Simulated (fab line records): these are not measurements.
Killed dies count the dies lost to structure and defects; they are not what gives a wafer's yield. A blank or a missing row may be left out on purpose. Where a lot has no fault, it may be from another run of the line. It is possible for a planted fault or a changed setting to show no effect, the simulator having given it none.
Split-lot trial + flow gf180mcu + route with 602 steps; 5 lots, 23 wafers read

THE SPLIT ITSELF
At GF_DUAL_GATE_OXIDATION_02 (stabilise 600 s, purge 300 s, target thk 10.887 nm), the setting tempC was moved away from the recipe's 900 C on 15 of the 23 wafers read, by -0.4% to +0.8%. This setting was run at the recipe's value on the other wafers.

Between the split and the reading, the file records no step.

THE READING
DUAL_GATE_OXIDATION_00_THK (nm), taken at GF_DUAL_GATE_THK_MEAS_03. Fault-free wafers of this fab line usually give 10.87 nm, standard deviation 0.12 nm.

| wafer  | tool, chamber at the split | tempC as run, C | against the recipe | DUAL_GATE_OXIDATION_00_THK, nm | against lot-mates on the recipe |
|--------|----------------------------|-----------------|--------------------|--------------------------------|---------------------------------|
| L074.1 | -, -                       | 897.3           | -0.3%              | 10.48                          | no lot-mate on the recipe       |
| L074.2 | -, -                       | 897.3           | -0.3%              | 10.55                          | no lot-mate on the recipe       |
| L074.3 | -, -                       | 897.3           | -0.3%              | 10.83                          | no lot-mate on the recipe       |
| L074.5 | -, -                       | 897.3           | -0.3%              | 10.57                          | no lot-mate on the recipe       |
| L074.6 | -, -                       | 897.3           | -0.3%              | 10.65                          | no lot-mate on the recipe       |
| L076.1 | furnace-01, 0              | 900             | recipe             | 10.89                          | -                               |
| L076.3 | furnace-01, 0              | 900             | recipe             | 10.86                          | -                               |
| L076.6 | furnace-01, 0              | 900             | recipe             | 11.01                          | -                               |
| L080.1 | -, -                       | 896.1           | -0.4%              | 10.08                          | no lot-mate on the recipe       |
| L080.2 | -, -                       | 896.1           | -0.4%              | 10.42                          | no lot-mate on the recipe       |
| L080.3 | -, -                       | 896.1           | -0.4%              | 10.33                          | no lot-mate on the recipe       |
| L080.4 | -, -                       | 896.1           | -0.4%              | 10.26                          | no lot-mate on the recipe       |
| L080.5 | -, -                       | 896.1           | -0.4%              | 10.24                          | no lot-mate on the recipe       |
| L082.1 | -, -                       | 907.1           | +0.8%              | 11.51                          | no lot-mate on the recipe       |
| L082.2 | -, -                       | 907.1           | +0.8%              | 11.76                          | no lot-mate on the recipe       |
| L082.3 | -, -                       | 907.1           | +0.8%              | 11.80                          | no lot-mate on the recipe       |
| L082.4 | -, -                       | 907.1           | +0.8%              | 11.68                          | no lot-mate on the recipe       |
| L082.6 | -, -                       | 907.1           | +0.8%              | 11.78                          | no lot-mate on the recipe       |
| L083.1 | -, -                       | 900             | recipe             | 10.81                          | -                               |
| L083.3 | -, -                       | 900             | recipe             | 10.95                          | -                               |
| L083.4 | -, -                       | 900             | recipe             | 10.99                          | -                               |
| L083.5 | -, -                       | 900             | recipe             | 10.95                          | -                               |
| L083.6 | -, -                       | 900             | recipe             | 10.68                          | -                               |

FIT RESULTS
A straight line over all 23 wafers: DUAL_GATE_OXIDATION_00_THK changes by +1.11 nm for each +1% of tempC; r = +0.97; the points scatter about the line by 0.14 nm.
Too few moved wafers have a lot-mate on the recipe to fit a line with each lot's own level taken away.

THE WHOLE CHAIN: every reading that the file lists as answering this split, in the file's order
| step                      | what it does                                       | reading                                                                               | change (the file's fit)              | r (the file's) |
|---------------------------|----------------------------------------------------|---------------------------------------------------------------------------------------|--------------------------------------|----------------|
| GF_DUAL_GATE_OXIDATION_02 | stabilise 600 s, purge 300 s, target thk 10.887 nm | SiO2_of_DUAL_GATE_OXIDATION_02.thkNm (the simulator's own value, which no gauge read) | +1.11 nm for each +1% of the setting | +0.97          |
| GF_DUAL_GATE_THK_MEAS_03  |                                                    | DUAL_GATE_OXIDATION_00_THK                                                            | +1.11 for each +1% of the setting    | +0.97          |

FILE'S OWN FIT
DUAL_GATE_OXIDATION_00_THK changes by +1.11 nm for each +1% of tempC, r = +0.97.
